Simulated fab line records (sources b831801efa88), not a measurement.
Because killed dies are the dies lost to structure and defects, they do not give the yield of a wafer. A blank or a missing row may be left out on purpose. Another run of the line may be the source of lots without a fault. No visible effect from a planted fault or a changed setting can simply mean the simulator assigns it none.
fab line records / flow sky130
record: lots: 14 wafers: 42 last_day: 50
route steps=708 shown SONOS_ONO@168
lots with no fault: from the same line, run without faults
start_h: hours from the record's opening day to when the first of the lot's shown wafers began / wait_h: how many hours have passed since the lot's step before this one / " as in the row above / L1.1+2: several wafers, shown together as one row / - value missing, or start not given / * or withheld: withheld / < > ~ a bound
route shown NAME@n: names a module that has steps shown in the file, with the first one's number in the route / usual: average and standard deviation across the fault-free wafers / same: alike in all rows / chamber/n: place in a boat / sites: per-site readings / _std_site: the values' standard deviation / _edge_site: the outer-site mean with the inner-site mean subtracted / radius_mm: for every site, how far away it sits from the centre of the wafer / mask NAME#n: copy n / behind: the most recent tool/chamber to have shaped the wafer / hold: what put the lot on hold/how long, in hours/how the hold closed / device: names the non-switching transistor (n, p or np) / end of line: at the end of the route, the tests of the same wafers / a step given without rows: its recipe and nothing more / killed: at the first sort, the dies lost to defects and structure; wafer yield is something else / map: shows each die of a wafer: x if killed, . if not, _ if none is there
set.NAME: the setting that was run; set.NAME@STEP: the one run at that earlier step / model.NAME: the simulator's own value behind a step, which no gauge read
route steps across a sampled set of lots; one table per step, one row per wafer
services: from which hour (start_h, from the record's first day; less than 0 if before it) a tool's chamber was out of use, for how many hours, and why
== steps ==
step: SKY_SONOS_ONO_OXIDATION_00
recipe: temp_c: 800 ambient: O2 idle_temp_c: 700 ramp_up_c_per_min: 10 ramp_down_c_per_min: 3 stabilise_s: 600 purge_s: 300 target_thk_a: 26 ox_time_s: 1249
usual: spike_tc_centre_C: 801.4/1.2 spike_tc_lower_C: 801.1/1.2 spike_tc_top_C: 812.9/1.5 spike_tc_upper_C: 799.9/1 tube_center_temp_C: 799.99/0.066 tube_center_temp_C_max: 802.0/0.34 zone_power_bottom_pct: 22.1/0.7
lot.wafer=L344.3 tool=furnace-02 chamber=0 start_h=248.45 wait_h=0.4 spike_tc_centre_C=799.4 spike_tc_lower_C=800.3 spike_tc_top_C=812.3 spike_tc_upper_C=798.7 tube_center_temp_C=799.96 tube_center_temp_C_max=801.5 zone_power_bottom_pct=23.3
lot.wafer=L344.4 tool=furnace-02 chamber=0 start_h=248.45 wait_h=0.4 spike_tc_centre_C=800.1 spike_tc_lower_C=799.0 spike_tc_top_C=811.7 spike_tc_upper_C=799.3 tube_center_temp_C=799.92 tube_center_temp_C_max=802.2 zone_power_bottom_pct=23.1
lot.wafer=L344.5 tool=furnace-02 chamber=0 start_h=248.45 wait_h=0.4 spike_tc_centre_C=799.6 spike_tc_lower_C=800.2 spike_tc_top_C=812.4 spike_tc_upper_C=800.4 tube_center_temp_C=799.99 tube_center_temp_C_max=801.9 zone_power_bottom_pct=22.9
lot.wafer=L345.1 tool=furnace-02 chamber=0 start_h=260.45 wait_h=0.4 spike_tc_centre_C=799.0 spike_tc_lower_C=801.2 spike_tc_top_C=810.7 spike_tc_upper_C=799.0 tube_center_temp_C=799.91 tube_center_temp_C_max=802.8 zone_power_bottom_pct=23.4
lot.wafer=L345.5 tool=furnace-02 chamber=0 start_h=260.45 wait_h=0.4 spike_tc_centre_C=801.0 spike_tc_lower_C=802.4 spike_tc_top_C=811.6 spike_tc_upper_C=799.3 tube_center_temp_C=799.98 tube_center_temp_C_max=801.9 zone_power_bottom_pct=23.3
lot.wafer=L345.6 tool=furnace-02 chamber=0 start_h=260.45 wait_h=0.4 spike_tc_centre_C=798.6 spike_tc_lower_C=799.4 spike_tc_top_C=811.7 spike_tc_upper_C=799.2 tube_center_temp_C=799.97 tube_center_temp_C_max=802.2 zone_power_bottom_pct=23.6
lot.wafer=L346.3 tool=furnace-01 chamber=0 start_h=263.25 wait_h=0.7 spike_tc_centre_C=801.5 spike_tc_lower_C=800.8 spike_tc_top_C=812.3 spike_tc_upper_C=800.8 tube_center_temp_C=799.98 tube_center_temp_C_max=802.4 zone_power_bottom_pct=21.6
lot.wafer=L346.4 tool=furnace-01 chamber=0 start_h=263.25 wait_h=0.7 spike_tc_centre_C=801.6 spike_tc_lower_C=801.4 spike_tc_top_C=813.0 spike_tc_upper_C=799.4 tube_center_temp_C=799.95 tube_center_temp_C_max=801.6 zone_power_bottom_pct=22.3
lot.wafer=L346.6 tool=furnace-01 chamber=0 start_h=263.25 wait_h=0.7 spike_tc_centre_C=802.5 spike_tc_lower_C=800.5 spike_tc_top_C=813.4 spike_tc_upper_C=800.3 tube_center_temp_C=799.93 tube_center_temp_C_max=802.4 zone_power_bottom_pct=22.0
lot.wafer=L347.1 tool=furnace-02 chamber=0 start_h=266.95 wait_h=0.3 spike_tc_centre_C=800.0 spike_tc_lower_C=800.4 spike_tc_top_C=811.6 spike_tc_upper_C=799.8 tube_center_temp_C=799.9 tube_center_temp_C_max=802.0 zone_power_bottom_pct=23.5
lot.wafer=L347.2 tool=furnace-02 chamber=0 start_h=266.95 wait_h=0.3 spike_tc_centre_C=799.0 spike_tc_lower_C=803.1 spike_tc_top_C=810.1 spike_tc_upper_C=798.2 tube_center_temp_C=799.96 tube_center_temp_C_max=802.3 zone_power_bottom_pct=23.1
lot.wafer=L347.6 tool=furnace-02 chamber=0 start_h=266.95 wait_h=0.3 spike_tc_centre_C=799.5 spike_tc_lower_C=799.3 spike_tc_top_C=810.6 spike_tc_upper_C=798.9 tube_center_temp_C=800.07 tube_center_temp_C_max=802.4 zone_power_bottom_pct=23.3
lot.wafer=L348.4 tool=furnace-01 chamber=0 start_h=297.14 wait_h=0.0 spike_tc_centre_C=803.1 spike_tc_lower_C=801.1 spike_tc_top_C=812.9 spike_tc_upper_C=801.1 tube_center_temp_C=800 tube_center_temp_C_max=801.9 zone_power_bottom_pct=21.6
lot.wafer=L348.5 tool=furnace-01 chamber=0 start_h=297.14 wait_h=0.0 spike_tc_centre_C=802.4 spike_tc_lower_C=802.2 spike_tc_top_C=813.2 spike_tc_upper_C=801.3 tube_center_temp_C=799.98 tube_center_temp_C_max=801.7 zone_power_bottom_pct=22.0
lot.wafer=L348.6 tool=furnace-01 chamber=0 start_h=297.14 wait_h=0.0 spike_tc_centre_C=803.3 spike_tc_lower_C=801.6 spike_tc_top_C=814.3 spike_tc_upper_C=799.4 tube_center_temp_C=799.93 tube_center_temp_C_max=801.4 zone_power_bottom_pct=21.7
lot.wafer=L350.1 tool=furnace-01 chamber=0 start_h=321.29 wait_h=0.3 spike_tc_centre_C=803.3 spike_tc_lower_C=800.4 spike_tc_top_C=815.2 spike_tc_upper_C=799.2 tube_center_temp_C=799.96 tube_center_temp_C_max=801.4 zone_power_bottom_pct=21.8
lot.wafer=L350.4 tool=furnace-01 chamber=0 start_h=321.29 wait_h=0.3 spike_tc_centre_C=802.9 spike_tc_lower_C=798.5 spike_tc_top_C=813.2 spike_tc_upper_C=801.3 tube_center_temp_C=799.95 tube_center_temp_C_max=801.7 zone_power_bottom_pct=21.5
lot.wafer=L350.6 tool=furnace-01 chamber=0 start_h=321.29 wait_h=0.3 spike_tc_centre_C=802.9 spike_tc_lower_C=800.9 spike_tc_top_C=815.0 spike_tc_upper_C=800.0 tube_center_temp_C=799.99 tube_center_temp_C_max=801.8 zone_power_bottom_pct=21.7
lot.wafer=L351.2 tool=furnace-01 chamber=0 start_h=321.29 wait_h=0.8 spike_tc_centre_C=801.8 spike_tc_lower_C=801.0 spike_tc_top_C=815.3 spike_tc_upper_C=800.9 tube_center_temp_C=800.03 tube_center_temp_C_max=802.0 zone_power_bottom_pct=21.8
lot.wafer=L351.4 tool=furnace-01 chamber=0 start_h=321.29 wait_h=0.8 spike_tc_centre_C=802.1 spike_tc_lower_C=803.2 spike_tc_top_C=813.2 spike_tc_upper_C=798.3 tube_center_temp_C=800.03 tube_center_temp_C_max=801.9 zone_power_bottom_pct=21.9
lot.wafer=L351.5 tool=furnace-01 chamber=0 start_h=321.29 wait_h=0.8 spike_tc_centre_C=801.2 spike_tc_lower_C=801.1 spike_tc_top_C=812.0 spike_tc_upper_C=798.8 tube_center_temp_C=800.04 tube_center_temp_C_max=802.0 zone_power_bottom_pct=21.7
lot.wafer=L352.1 tool=furnace-01 chamber=0 start_h=325.59 wait_h=0.0 spike_tc_centre_C=801.8 spike_tc_lower_C=798.3 spike_tc_top_C=814.8 spike_tc_upper_C=798.9 tube_center_temp_C=800.18 tube_center_temp_C_max=802.8 zone_power_bottom_pct=21.9
lot.wafer=L352.2 tool=furnace-01 chamber=0 start_h=325.59 wait_h=0.0 spike_tc_centre_C=802.5 spike_tc_lower_C=802.3 spike_tc_top_C=813.8 spike_tc_upper_C=799.8 tube_center_temp_C=799.91 tube_center_temp_C_max=801.8 zone_power_bottom_pct=21.7
lot.wafer=L352.5 tool=furnace-01 chamber=0 start_h=325.59 wait_h=0.0 spike_tc_centre_C=800.3 spike_tc_lower_C=801.8 spike_tc_top_C=814.7 spike_tc_upper_C=798.9 tube_center_temp_C=800.02 tube_center_temp_C_max=802.2 zone_power_bottom_pct=21.5
lot.wafer=L353.2 tool=furnace-01 chamber=0 start_h=334.75 wait_h=1.8 spike_tc_centre_C=806.1 spike_tc_lower_C=804.7 spike_tc_top_C=819.1 spike_tc_upper_C=803.5 tube_center_temp_C=804.02 tube_center_temp_C_max=806.1 zone_power_bottom_pct=22.2
lot.wafer=L353.4 tool=furnace-01 chamber=0 start_h=334.75 wait_h=1.8 spike_tc_centre_C=806.9 spike_tc_lower_C=805.4 spike_tc_top_C=818.1 spike_tc_upper_C=805.8 tube_center_temp_C=803.93 tube_center_temp_C_max=806.4 zone_power_bottom_pct=22.1
lot.wafer=L353.6 tool=furnace-01 chamber=0 start_h=334.75 wait_h=1.8 spike_tc_centre_C=806.0 spike_tc_lower_C=803.6 spike_tc_top_C=817.5 spike_tc_upper_C=803.9 tube_center_temp_C=804 tube_center_temp_C_max=805.6 zone_power_bottom_pct=21.9
lot.wafer=L354.1 tool=furnace-01 chamber=0 start_h=344.16 wait_h=0.0 spike_tc_centre_C=805.9 spike_tc_lower_C=805.9 spike_tc_top_C=816.6 spike_tc_upper_C=803.1 tube_center_temp_C=804.04 tube_center_temp_C_max=806.4 zone_power_bottom_pct=21.8
lot.wafer=L354.2 tool=furnace-01 chamber=0 start_h=344.16 wait_h=0.0 spike_tc_centre_C=805.7 spike_tc_lower_C=804.8 spike_tc_top_C=816.1 spike_tc_upper_C=804.4 tube_center_temp_C=803.96 tube_center_temp_C_max=805.5 zone_power_bottom_pct=22.1
lot.wafer=L354.6 tool=furnace-01 chamber=0 start_h=344.16 wait_h=0.0 spike_tc_centre_C=807.0 spike_tc_lower_C=806.7 spike_tc_top_C=819.3 spike_tc_upper_C=803.7 tube_center_temp_C=803.91 tube_center_temp_C_max=805.6 zone_power_bottom_pct=21.9
lot.wafer=L357.2 tool=furnace-02 chamber=0 start_h=359.57 wait_h=0.9 spike_tc_centre_C=799.0 spike_tc_lower_C=800.6 spike_tc_top_C=810.5 spike_tc_upper_C=799.4 tube_center_temp_C=800.03 tube_center_temp_C_max=802.2 zone_power_bottom_pct=22.9
lot.wafer=L357.4 tool=furnace-02 chamber=0 start_h=359.57 wait_h=0.9 spike_tc_centre_C=800.8 spike_tc_lower_C=800.5 spike_tc_top_C=810.3 spike_tc_upper_C=798.6 tube_center_temp_C=799.93 tube_center_temp_C_max=801.9 zone_power_bottom_pct=23.5
lot.wafer=L357.5 tool=furnace-02 chamber=0 start_h=359.57 wait_h=0.9 spike_tc_centre_C=801.3 spike_tc_lower_C=799.9 spike_tc_top_C=809.4 spike_tc_upper_C=798.1 tube_center_temp_C=800.11 tube_center_temp_C_max=802.0 zone_power_bottom_pct=23.1
lot.wafer=L365.2 tool=furnace-01 chamber=0 start_h=423.09 wait_h=0.2 spike_tc_centre_C=801.2 spike_tc_lower_C=801.0 spike_tc_top_C=813.6 spike_tc_upper_C=800.4 tube_center_temp_C=799.98 tube_center_temp_C_max=802.0 zone_power_bottom_pct=21.5
lot.wafer=L365.4 tool=furnace-01 chamber=0 start_h=423.09 wait_h=0.2 spike_tc_centre_C=801.4 spike_tc_lower_C=800.5 spike_tc_top_C=813.8 spike_tc_upper_C=801.1 tube_center_temp_C=799.96 tube_center_temp_C_max=801.9 zone_power_bottom_pct=21.6
lot.wafer=L365.6 tool=furnace-01 chamber=0 start_h=423.09 wait_h=0.2 spike_tc_centre_C=802.6 spike_tc_lower_C=801.0 spike_tc_top_C=813.7 spike_tc_upper_C=799.9 tube_center_temp_C=800.03 tube_center_temp_C_max=802.0 zone_power_bottom_pct=21.7
lot.wafer=L366.2 tool=furnace-01 chamber=0 start_h=423.09 wait_h=1.2 spike_tc_centre_C=802.0 spike_tc_lower_C=802.8 spike_tc_top_C=813.5 spike_tc_upper_C=800.1 tube_center_temp_C=799.96 tube_center_temp_C_max=802.2 zone_power_bottom_pct=22.2
lot.wafer=L366.4 tool=furnace-01 chamber=0 start_h=423.09 wait_h=1.2 spike_tc_centre_C=801.3 spike_tc_lower_C=802.1 spike_tc_top_C=813.0 spike_tc_upper_C=799.6 tube_center_temp_C=800.07 tube_center_temp_C_max=802.2 zone_power_bottom_pct=22.0
lot.wafer=L366.6 tool=furnace-01 chamber=0 start_h=423.09 wait_h=1.2 spike_tc_centre_C=802.4 spike_tc_lower_C=799.7 spike_tc_top_C=813.6 spike_tc_upper_C=801.6 tube_center_temp_C=799.89 tube_center_temp_C_max=802.5 zone_power_bottom_pct=22.1
lot.wafer=L367.1 tool=furnace-01 chamber=0 start_h=432.99 wait_h=0.0 spike_tc_centre_C=800.0 spike_tc_lower_C=802.0 spike_tc_top_C=813.0 spike_tc_upper_C=800.0 tube_center_temp_C=800.04 tube_center_temp_C_max=801.8 zone_power_bottom_pct=22.0
lot.wafer=L367.3 tool=furnace-01 chamber=0 start_h=432.99 wait_h=0.0 spike_tc_centre_C=802.6 spike_tc_lower_C=800.8 spike_tc_top_C=815.1 spike_tc_upper_C=802.3 tube_center_temp_C=799.85 tube_center_temp_C_max=802.5 zone_power_bottom_pct=21.5
lot.wafer=L367.4 tool=furnace-01 chamber=0 start_h=432.99 wait_h=0.0 spike_tc_centre_C=801.4 spike_tc_lower_C=799.1 spike_tc_top_C=812.4 spike_tc_upper_C=802.1 tube_center_temp_C=799.96 tube_center_temp_C_max=802.3 zone_power_bottom_pct=21.7
step: SKY_SONOS_ONO_THK_MEAS_01
recipe: reads: SiO2_of_SONOS_ONO_OXIDATION_00
usual: SONOS_ONO_OXIDATION_THK: 2.62/0.049
lot.wafer=L344.3 tool=film_metro-03 chamber=- start_h=249.82 wait_h=0.0 SONOS_ONO_OXIDATION_THK[nm]=2.48
lot.wafer=L344.4 tool=film_metro-03 chamber=- start_h=249.82 wait_h=0.0 SONOS_ONO_OXIDATION_THK[nm]=2.47
lot.wafer=L344.5 tool=film_metro-03 chamber=- start_h=249.82 wait_h=0.0 SONOS_ONO_OXIDATION_THK[nm]=2.55
lot.wafer=L345.1 tool=film_metro-02 chamber=- start_h=261.79 wait_h=0.0 SONOS_ONO_OXIDATION_THK[nm]=2.56
lot.wafer=L345.5 tool=film_metro-02 chamber=- start_h=261.79 wait_h=0.0 SONOS_ONO_OXIDATION_THK[nm]=2.62
lot.wafer=L345.6 tool=film_metro-02 chamber=- start_h=261.79 wait_h=0.0 SONOS_ONO_OXIDATION_THK[nm]=2.65
lot.wafer=L346.3 tool=film_metro-03 chamber=- start_h=264.61 wait_h=0.0 SONOS_ONO_OXIDATION_THK[nm]=2.50
lot.wafer=L346.4 tool=film_metro-03 chamber=- start_h=264.61 wait_h=0.0 SONOS_ONO_OXIDATION_THK[nm]=2.57
lot.wafer=L346.6 tool=film_metro-03 chamber=- start_h=264.61 wait_h=0.0 SONOS_ONO_OXIDATION_THK[nm]=2.61
lot.wafer=L347.1 tool=film_metro-02 chamber=- start_h=268.29 wait_h=0.0 SONOS_ONO_OXIDATION_THK[nm]=2.55
lot.wafer=L347.2 tool=film_metro-02 chamber=- start_h=268.29 wait_h=0.0 SONOS_ONO_OXIDATION_THK[nm]=2.56
lot.wafer=L347.6 tool=film_metro-02 chamber=- start_h=268.29 wait_h=0.0 SONOS_ONO_OXIDATION_THK[nm]=2.67
lot.wafer=L348.4 tool=film_metro-02 chamber=- start_h=298.52 wait_h=0.0 SONOS_ONO_OXIDATION_THK[nm]=2.54
lot.wafer=L348.5 tool=film_metro-02 chamber=- start_h=298.52 wait_h=0.0 SONOS_ONO_OXIDATION_THK[nm]=2.54
lot.wafer=L348.6 tool=film_metro-02 chamber=- start_h=298.52 wait_h=0.0 SONOS_ONO_OXIDATION_THK[nm]=2.65
lot.wafer=L350.1 tool=film_metro-02 chamber=- start_h=322.63 wait_h=0.0 SONOS_ONO_OXIDATION_THK[nm]=2.64
lot.wafer=L350.4 tool=film_metro-02 chamber=- start_h=322.63 wait_h=0.0 SONOS_ONO_OXIDATION_THK[nm]=2.62
lot.wafer=L350.6 tool=film_metro-02 chamber=- start_h=322.63 wait_h=0.0 SONOS_ONO_OXIDATION_THK[nm]=2.59
lot.wafer=L351.2 tool=film_metro-03 chamber=- start_h=322.64 wait_h=0.0 SONOS_ONO_OXIDATION_THK[nm]=2.58
lot.wafer=L351.4 tool=film_metro-03 chamber=- start_h=322.64 wait_h=0.0 SONOS_ONO_OXIDATION_THK[nm]=2.67
lot.wafer=L351.5 tool=film_metro-03 chamber=- start_h=322.64 wait_h=0.0 SONOS_ONO_OXIDATION_THK[nm]=2.63
lot.wafer=L352.1 tool=film_metro-02 chamber=- start_h=326.94 wait_h=0.0 SONOS_ONO_OXIDATION_THK[nm]=2.63
lot.wafer=L352.2 tool=film_metro-02 chamber=- start_h=326.94 wait_h=0.0 SONOS_ONO_OXIDATION_THK[nm]=2.68
lot.wafer=L352.5 tool=film_metro-02 chamber=- start_h=326.94 wait_h=0.0 SONOS_ONO_OXIDATION_THK[nm]=2.68
lot.wafer=L353.2 tool=film_metro-04 chamber=- start_h=336.11 wait_h=0.0 SONOS_ONO_OXIDATION_THK[nm]=2.71
lot.wafer=L353.4 tool=film_metro-04 chamber=- start_h=336.11 wait_h=0.0 SONOS_ONO_OXIDATION_THK[nm]=2.79
lot.wafer=L353.6 tool=film_metro-04 chamber=- start_h=336.11 wait_h=0.0 SONOS_ONO_OXIDATION_THK[nm]=2.72
lot.wafer=L354.1 tool=film_metro-03 chamber=- start_h=345.51 wait_h=0.0 SONOS_ONO_OXIDATION_THK[nm]=2.78
lot.wafer=L354.2 tool=film_metro-03 chamber=- start_h=345.51 wait_h=0.0 SONOS_ONO_OXIDATION_THK[nm]=2.78
lot.wafer=L354.6 tool=film_metro-03 chamber=- start_h=345.51 wait_h=0.0 SONOS_ONO_OXIDATION_THK[nm]=2.73
lot.wafer=L357.2 tool=film_metro-04 chamber=- start_h=360.93 wait_h=0.0 SONOS_ONO_OXIDATION_THK[nm]=2.57
lot.wafer=L357.4 tool=film_metro-04 chamber=- start_h=360.93 wait_h=0.0 SONOS_ONO_OXIDATION_THK[nm]=2.53
lot.wafer=L357.5 tool=film_metro-04 chamber=- start_h=360.93 wait_h=0.0 SONOS_ONO_OXIDATION_THK[nm]=2.58
lot.wafer=L365.2 tool=film_metro-04 chamber=- start_h=424.45 wait_h=0.0 SONOS_ONO_OXIDATION_THK[nm]=2.55
lot.wafer=L365.4 tool=film_metro-04 chamber=- start_h=424.45 wait_h=0.0 SONOS_ONO_OXIDATION_THK[nm]=2.60
lot.wafer=L365.6 tool=film_metro-04 chamber=- start_h=424.45 wait_h=0.0 SONOS_ONO_OXIDATION_THK[nm]=2.59
lot.wafer=L366.2 tool=film_metro-02 chamber=- start_h=424.45 wait_h=0.0 SONOS_ONO_OXIDATION_THK[nm]=2.49
lot.wafer=L366.4 tool=film_metro-02 chamber=- start_h=424.45 wait_h=0.0 SONOS_ONO_OXIDATION_THK[nm]=2.59
lot.wafer=L366.6 tool=film_metro-02 chamber=- start_h=424.45 wait_h=0.0 SONOS_ONO_OXIDATION_THK[nm]=2.58
lot.wafer=L367.1 tool=film_metro-03 chamber=- start_h=434.34 wait_h=0.0 SONOS_ONO_OXIDATION_THK[nm]=2.60
lot.wafer=L367.3 tool=film_metro-03 chamber=- start_h=434.34 wait_h=0.0 SONOS_ONO_OXIDATION_THK[nm]=2.67
lot.wafer=L367.4 tool=film_metro-03 chamber=- start_h=434.34 wait_h=0.0 SONOS_ONO_OXIDATION_THK[nm]=2.71
== services ==
tool=furnace-01 chamber=- start_h=233.23 hours=3.1 kind=pm
tool=furnace-01 chamber=- start_h=401.63 hours=3.1 kind=pm
tool=furnace-01 chamber=- start_h=418.75 hours=2.9 kind=pm
== key ==
first_sign: step: SKY_SONOS_ONO_OXIDATION_00 reading: tube_center_temp_C direction: up sigmas: 50 usual: * struck: *
effect: step: SKY_SONOS_ONO_OXIDATION_00 reading: tube_center_temp_C_max direction: up sigmas: 11 usual: * struck: *
effect: step: SKY_SONOS_ONO_THK_MEAS_01 reading: SONOS_ONO_OXIDATION_THK direction: up sigmas: 2.8 usual: 2.62 struck: 2.75
met_at SKY_SONOS_ONO_OXIDATION_00
struck_lots L353,L354
tester_left_out L353,L354
onset_between 325.59 334.75
fault: kind: process_parameter_drift tool: furnace-01 chamber: - onset_h: 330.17 steps: SKY_SONOS_ONO_OXIDATION_00 channel: temp_c offset: * shape: step end_h: 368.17 acts_in: * stated: *
tester_left_out: of these lots the tester's yield and bins aren't shown, on N5 and GAA mostly nor the transistor test; their killed dies are dies lost to structure and defects alone, not to doping, threshold or leakage, so they don't give the yield
